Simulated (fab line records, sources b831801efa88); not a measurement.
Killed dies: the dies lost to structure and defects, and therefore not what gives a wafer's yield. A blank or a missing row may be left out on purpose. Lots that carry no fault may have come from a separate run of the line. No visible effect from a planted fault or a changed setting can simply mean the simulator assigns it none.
Check of tool commonality || flow sky130 || Sample size 15 lots and 45 wafers

## REASON IT WAS OPENED
3 of 15 lots carry a flag on the reading METAL1_ALCU_RS at SKY_METAL1_RS_MEAS_05. Wafers without a fault read 0.1268 ohm/sq, standard deviation 0.0013.
Rule: a lot gets a flag if all its wafers with a number sit over 4 standard deviations from that mean, or if no wafer of it has a number. All remaining lots are regarded as sound.

{"lot": "L215", "measured": "day 32 02:28", "on": "film metro-04", "METAL1_ALCU_RS (ohm/sq), wafer by wafer": "0.1286 0.1285 0.1274", "flag": ""}
{"lot": "L216", "measured": "day 32 12:56", "on": "film metro-01", "METAL1_ALCU_RS (ohm/sq), wafer by wafer": "0.1253 0.1262 0.1250", "flag": ""}
{"lot": "L218", "measured": "day 32 21:47", "on": "film metro-01", "METAL1_ALCU_RS (ohm/sq), wafer by wafer": "0.1250 0.1262 0.1248", "flag": ""}
{"lot": "L219", "measured": "day 34 12:00", "on": "film metro-02", "METAL1_ALCU_RS (ohm/sq), wafer by wafer": "8.7716 8.7413 8.7750", "flag": "FLAGGED"}
{"lot": "L221", "measured": "day 34 14:26", "on": "film metro-04", "METAL1_ALCU_RS (ohm/sq), wafer by wafer": "8.6499 8.6451 8.6646", "flag": "FLAGGED"}
{"lot": "L220", "measured": "day 34 17:02", "on": "film metro-02", "METAL1_ALCU_RS (ohm/sq), wafer by wafer": "8.7187 8.6163 8.6157", "flag": "FLAGGED"}
{"lot": "L228", "measured": "day 37 08:01", "on": "film metro-04", "METAL1_ALCU_RS (ohm/sq), wafer by wafer": "0.1255 0.1265 0.1262", "flag": ""}
{"lot": "L230", "measured": "day 37 12:47", "on": "film metro-02", "METAL1_ALCU_RS (ohm/sq), wafer by wafer": "0.1265 0.1259 0.1265", "flag": ""}
{"lot": "L229", "measured": "day 37 15:30", "on": "film metro-01", "METAL1_ALCU_RS (ohm/sq), wafer by wafer": "0.1267 0.1259 0.1267", "flag": ""}
{"lot": "L232", "measured": "day 37 21:28", "on": "film metro-01", "METAL1_ALCU_RS (ohm/sq), wafer by wafer": "0.1275 0.1273 0.1272", "flag": ""}
{"lot": "L231", "measured": "day 37 23:57", "on": "film metro-01", "METAL1_ALCU_RS (ohm/sq), wafer by wafer": "0.1279 0.1294 0.1292", "flag": ""}
{"lot": "L233", "measured": "day 38 11:16", "on": "film metro-02", "METAL1_ALCU_RS (ohm/sq), wafer by wafer": "0.1247 0.1275 0.1263", "flag": ""}
{"lot": "L236", "measured": "day 38 15:50", "on": "film metro-02", "METAL1_ALCU_RS (ohm/sq), wafer by wafer": "0.1259 0.1268 0.1272", "flag": ""}
{"lot": "L235", "measured": "day 38 18:04", "on": "film metro-01", "METAL1_ALCU_RS (ohm/sq), wafer by wafer": "0.1247 0.1256 0.1246", "flag": ""}
{"lot": "L237", "measured": "day 39 02:14", "on": "film metro-01", "METAL1_ALCU_RS (ohm/sq), wafer by wafer": "0.1265 0.1273 0.1259", "flag": ""}
The numbers of the flagged lots are 8.6887 ohm/sq on average: +8.5619 ohm/sq against the usual, or +99 or more standard deviations.

## LOT BY LOT: THE TOOL USED
2 process steps preceding the reading are held in the record, out of 708 steps in the route. Cell contents, in order: the tool; ch with the chambers the sampled wafers went through; the start.
{"lot": "L215", "flag": "", "SKY_CONTACT_ETCH_18": "rie diel-02 ch 1,2,3, day 32 01:58 or earlier", "SKY_METAL1_SPUTTER_02": "pvd sputter-01, day 32 02:22"}
{"lot": "L216", "flag": "", "SKY_CONTACT_ETCH_18": "rie diel-03 ch 2,3, day 32 12:26 or earlier", "SKY_METAL1_SPUTTER_02": "pvd sputter-02, day 32 12:50"}
{"lot": "L218", "flag": "", "SKY_CONTACT_ETCH_18": "rie diel-03 ch 1,2,3, day 32 21:17 or earlier", "SKY_METAL1_SPUTTER_02": "pvd sputter-02, day 32 21:41"}
{"lot": "L219", "flag": "FLAGGED", "SKY_CONTACT_ETCH_18": "rie diel-02 ch 0,1,3, day 34 11:30 or earlier", "SKY_METAL1_SPUTTER_02": "pvd sputter-01, day 34 11:55"}
{"lot": "L221", "flag": "FLAGGED", "SKY_CONTACT_ETCH_18": "rie diel-02 ch 0,1,3, day 34 13:56 or earlier", "SKY_METAL1_SPUTTER_02": "pvd sputter-02, day 34 14:20"}
{"lot": "L220", "flag": "FLAGGED", "SKY_CONTACT_ETCH_18": "rie diel-02 ch 0,1, day 34 16:31 or earlier", "SKY_METAL1_SPUTTER_02": "pvd sputter-01, day 34 16:54"}
{"lot": "L228", "flag": "", "SKY_CONTACT_ETCH_18": "rie diel-03 ch 1,2, day 37 07:31 or earlier", "SKY_METAL1_SPUTTER_02": "pvd sputter-03, day 37 07:55"}
{"lot": "L230", "flag": "", "SKY_CONTACT_ETCH_18": "rie diel-02 ch 2,3, day 37 12:16 or earlier", "SKY_METAL1_SPUTTER_02": "pvd sputter-01, day 37 12:39"}
{"lot": "L229", "flag": "", "SKY_CONTACT_ETCH_18": "rie diel-03 ch 0,1,2, day 37 15:00 or earlier", "SKY_METAL1_SPUTTER_02": "pvd sputter-01, day 37 15:25"}
{"lot": "L232", "flag": "", "SKY_CONTACT_ETCH_18": "rie diel-01 ch 0,2,3, day 37 20:58 or earlier", "SKY_METAL1_SPUTTER_02": "pvd sputter-01, day 37 21:21"}
{"lot": "L231", "flag": "", "SKY_CONTACT_ETCH_18": "rie diel-01 ch 0,3, day 37 23:26 or earlier", "SKY_METAL1_SPUTTER_02": "pvd sputter-03, day 37 23:50"}
{"lot": "L233", "flag": "", "SKY_CONTACT_ETCH_18": "rie diel-01 ch 0,1,2, day 38 10:44 or earlier", "SKY_METAL1_SPUTTER_02": "pvd sputter-02, day 38 11:08"}
{"lot": "L236", "flag": "", "SKY_CONTACT_ETCH_18": "rie diel-02 ch 0,1, day 38 15:18 or earlier", "SKY_METAL1_SPUTTER_02": "pvd sputter-02, day 38 15:41"}
{"lot": "L235", "flag": "", "SKY_CONTACT_ETCH_18": "rie diel-02 ch 1,2, day 38 17:34 or earlier", "SKY_METAL1_SPUTTER_02": "pvd sputter-02, day 38 17:58"}
{"lot": "L237", "flag": "", "SKY_CONTACT_ETCH_18": "rie diel-02 ch 0,1,2, day 39 01:44 or earlier", "SKY_METAL1_SPUTTER_02": "pvd sputter-02, day 39 02:08"}
What the steps here do:
- SKY_CONTACT_ETCH_18: etches Si3N4 in CHF3/O2, stops on TiN, time 39 s, target depth 75 nm.
- SKY_METAL1_SPUTTER_02: material AlCu, target thk 250 nm, time 13.3 s.
- SKY_METAL1_RS_MEAS_05: measures by four-point-probe.

## FLAGGED AGAINST TOTAL, ONE TOOL AT A TIME (gauges that did the reading follow at the end)
{"step": "SKY_CONTACT_ETCH_18", "tool": "rie diel-01", "lots run": 3, "flagged": 0, "share of the flagged lots": "none", "sound lots run after its first flagged lot": "-"}
{"step": "SKY_CONTACT_ETCH_18", "tool": "rie diel-02", "lots run": 8, "flagged": 3, "share of the flagged lots": "all", "sound lots run after its first flagged lot": "4 (L230,L236,L235,L237)"}
{"step": "SKY_CONTACT_ETCH_18", "tool": "rie diel-03", "lots run": 4, "flagged": 0, "share of the flagged lots": "none", "sound lots run after its first flagged lot": "-"}
{"step": "SKY_METAL1_SPUTTER_02", "tool": "pvd sputter-01", "lots run": 6, "flagged": 2, "share of the flagged lots": "some", "sound lots run after its first flagged lot": "3 (L230,L229,L232)"}
{"step": "SKY_METAL1_SPUTTER_02", "tool": "pvd sputter-02", "lots run": 7, "flagged": 1, "share of the flagged lots": "some", "sound lots run after its first flagged lot": "4 (L233,L236,L235,L237)"}
{"step": "SKY_METAL1_SPUTTER_02", "tool": "pvd sputter-03", "lots run": 2, "flagged": 0, "share of the flagged lots": "none", "sound lots run after its first flagged lot": "-"}
{"step": "SKY_METAL1_RS_MEAS_05", "tool": "film metro-01", "lots run": 7, "flagged": 0, "share of the flagged lots": "none", "sound lots run after its first flagged lot": "-"}
{"step": "SKY_METAL1_RS_MEAS_05", "tool": "film metro-02", "lots run": 5, "flagged": 2, "share of the flagged lots": "some", "sound lots run after its first flagged lot": "3 (L230,L233,L236)"}
{"step": "SKY_METAL1_RS_MEAS_05", "tool": "film metro-04", "lots run": 3, "flagged": 1, "share of the flagged lots": "some", "sound lots run after its first flagged lot": "1 (L228)"}
SKY_CONTACT_ETCH_18 gives no start for some lots, so the hours and the order of its lots are those of SKY_CONTACT_THK_MEAS_26.

## WHAT IS ALLOWED BY THE TABLE
In the table, 1 row covers all flagged lots: rie diel-02 at SKY_CONTACT_ETCH_18.
- rie diel-02 at SKY_CONTACT_ETCH_18: 3 of its 8 lots flagged. Sound lots ran on it after the first flagged one (L230, L236, L235, L237), which a lasting fault on the whole tool wouldn't allow.
No row of the table ran every flagged lot and no sound lot after the first.

## WHAT HAD BEEN PUT IN BY THE SIMULATOR
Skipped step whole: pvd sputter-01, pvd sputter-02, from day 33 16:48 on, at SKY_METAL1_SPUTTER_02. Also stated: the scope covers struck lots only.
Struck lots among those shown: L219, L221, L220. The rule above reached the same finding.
